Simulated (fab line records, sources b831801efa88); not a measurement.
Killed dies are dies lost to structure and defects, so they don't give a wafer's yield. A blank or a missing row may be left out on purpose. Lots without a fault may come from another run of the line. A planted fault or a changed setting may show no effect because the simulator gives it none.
Which tool did it? | flow gf180mcu | 14 lots, 42 wafers sampled, at 4 steps of a route of 602

WHAT THE GAUGES READ, wafer by wafer
GF_M1_OVL_MEAS_15. Usual: M1_OVL -4 nm, standard deviation 5.
lot  | measured     | on         | M1_OVL (nm) | flag
L913 | day 16 23:23 | overlay-02 | 1 -1 2      |
L915 | day 18 00:11 | overlay-01 | 3 -1 3      |
L916 | day 18 04:11 | overlay-01 | -6 -6 -9    |
L917 | day 18 16:41 | overlay-02 | -8 -8 -5    |
L920 | day 20 09:32 | overlay-01 | -2 3 -8     |
L921 | day 20 11:44 | overlay-01 | 5 -8 -5     |
L922 | day 20 18:08 | overlay-02 | -2 7 -2     |
L925 | day 21 19:35 | overlay-01 | -11 -11 -15 |
L924 | day 21 20:23 | overlay-01 | -4 -7 -3    |
L926 | day 22 06:26 | overlay-01 | -12 -6 1    |
L927 | day 22 14:29 | overlay-01 | -14 -4 -14  |
L934 | day 24 15:44 | overlay-01 | -1 -4 -11   |
L935 | day 24 21:38 | overlay-01 | -8 -5 -6    |
L936 | day 25 06:50 | overlay-01 | 3 -6 -6     |

GF_V1_OVL_MEAS_15. Usual: V1_OVL -1 nm, standard deviation 6.6.
lot  | measured     | on         | V1_OVL (nm) | flag
L913 | day 18 00:47 | overlay-02 | -7 -7 -5    |
L915 | day 19 01:41 | overlay-02 | -7 -3 4     |
L916 | day 19 05:32 | overlay-01 | 6 12 7      |
L917 | day 19 18:59 | overlay-02 | 0 8 -3      |
L920 | day 21 11:11 | overlay-01 | -11 -6 -5   |
L921 | day 21 13:11 | overlay-01 | 5 7 12      |
L922 | day 21 19:20 | overlay-02 | 6 0 0       |
L925 | day 22 20:26 | overlay-01 | 0 -3 -1     |
L924 | day 22 20:50 | overlay-01 | 0 -1 3      |
L926 | day 23 06:38 | overlay-02 | 5 -14 -4    |
L927 | day 23 14:20 | overlay-02 | 13 3 13     |
L934 | day 25 14:14 | overlay-01 | 2 6 17      |
L935 | day 25 20:56 | overlay-01 | 1 -1 -2     |
L936 | day 26 05:59 | overlay-01 | -4 -5 -15   |

GF_M2_RS_MEAS_05: measures by four-point-probe. Usual: M2_ALCU_RS 0.0694 ohm/sq, standard deviation 0.00071.
lot  | measured     | on            | M2_ALCU_RS (ohm/sq)  | flag
L913 | day 18 02:25 | film_metro-03 | 0.0700 0.0694 0.0702 |
L915 | day 19 03:17 | film_metro-04 | 0.0689 0.0692 0.0687 |
L916 | day 19 07:10 | film_metro-04 | 0.0697 0.0685 0.0693 |
L917 | day 19 20:38 | film_metro-03 | 0.0694 0.0700 0.0702 |
L920 | day 21 12:50 | film_metro-04 | 0.0704 0.0690 0.0699 |
L921 | day 21 14:50 | film_metro-04 | 0.0694 0.0710 0.0702 |
L922 | day 21 20:58 | film_metro-04 | 0.0678 0.0681 0.0682 |
L925 | day 22 22:02 | film_metro-02 | 0.0694 0.0706 0.0698 |
L924 | day 22 22:31 | film_metro-04 | 0.0699 0.0698 0.0698 |
L926 | day 23 08:19 | film_metro-04 | 0.0706 0.0693 0.0703 |
L927 | day 23 15:58 | film_metro-02 | 0.0697 0.0699 0.0700 |
L934 | day 25 15:52 | film_metro-03 | 0.0689 0.0695 0.0684 |
L935 | day 25 22:37 | film_metro-04 | 0.0699 0.0689 0.0697 |
L936 | day 26 07:40 | film_metro-04 | 0.0700 0.0697 0.0698 |

WHICH TOOL RAN EACH LOT (tool, then ch and the chambers of the sampled wafers, then the start)
lot  | GF_M2_SPUTTER_01
L913 | pvd_sputter-04, day 18 02:17
L915 | pvd_sputter-03, day 19 03:10
L916 | pvd_sputter-04, day 19 07:02
L917 | pvd_sputter-03, day 19 20:31
L920 | pvd_sputter-04, day 21 12:43
L921 | pvd_sputter-04, day 21 14:43
L922 | pvd_sputter-03, day 21 20:50
L925 | pvd_sputter-04, day 22 21:55
L924 | pvd_sputter-01, day 22 22:22
L926 | pvd_sputter-04, day 23 08:10
L927 | pvd_sputter-03, day 23 15:51
L934 | pvd_sputter-03, day 25 15:45
L935 | pvd_sputter-01, day 25 22:29
L936 | pvd_sputter-03, day 26 07:33
- GF_M2_SPUTTER_01: material TiN, target thk 30 nm, time 25 s.

WHAT THE TOOLS THEMSELVES READ (means of the sampled wafers that have a number; where no wafer has one, the mark that the record gives instead)
GF_M2_SPUTTER_01. Usual: cathode_dc_power_W 6500.0 W, standard deviation 1; chamber_pressure_pa 0.4000 Pa, standard deviation 0.00074; throttle_valve_pct 29.7 %, standard deviation 1.
lot  | tool           | cathode_dc_power_W (W) | chamber_pressure_pa (Pa) | throttle_valve_pct (%) | flag
L913 | pvd_sputter-04 | 6499.1                 | 0.4000                   | 29.6                   |
L915 | pvd_sputter-03 | 6500.4                 | 0.3998                   | 29.2                   |
L916 | pvd_sputter-04 | 6500.6                 | 0.3999                   | 29.8                   |
L917 | pvd_sputter-03 | 6500.7                 | 0.3995                   | 29.6                   |
L920 | pvd_sputter-04 | 6500.1                 | 0.4001                   | 29.8                   |
L921 | pvd_sputter-04 | 6499.9                 | 0.3994                   | 29.5                   |
L922 | pvd_sputter-03 | 6501.1                 | 0.3997                   | 30.5                   |
L925 | pvd_sputter-04 | -                      | -                        | -                      | OFF
L924 | pvd_sputter-01 | -                      | -                        | -                      | OFF
L926 | pvd_sputter-04 | 6499.9                 | 0.4005                   | 29.6                   |
L927 | pvd_sputter-03 | 6499.2                 | 0.4002                   | 29.5                   |
L934 | pvd_sputter-03 | 6499.9                 | 0.3997                   | 30.0                   |
L935 | pvd_sputter-01 | 6500.1                 | 0.3997                   | 29.4                   |
L936 | pvd_sputter-03 | 6501.1                 | 0.4003                   | 29.2                   |

THE ANSWER, worked out from the rows above alone
Rule: a lot is off if the mean of its wafers that have a number lies more than 3 standard deviations from the usual mean. A lot without any number at a reading at which 4 lots or more have one is off too. The other lots that the step has rows for count as sound. The gauges are gone through in route order, then the tools' own readings, and for those a lot's mean is taken as printed above. The first step at which some lot is off is used, and at that step the reading that is off furthest; a lot without a number counts as furthest.
Off: L925, L924, at GF_M2_SPUTTER_01 (cathode_dc_power_W). Without a number there: L925, L924.
A tool fits if, at that step or a process step before it, it ran every lot that is off, and no sound lot after the first of them. None of those tried fits.

WHAT THE SIMULATOR HAD PUT IN
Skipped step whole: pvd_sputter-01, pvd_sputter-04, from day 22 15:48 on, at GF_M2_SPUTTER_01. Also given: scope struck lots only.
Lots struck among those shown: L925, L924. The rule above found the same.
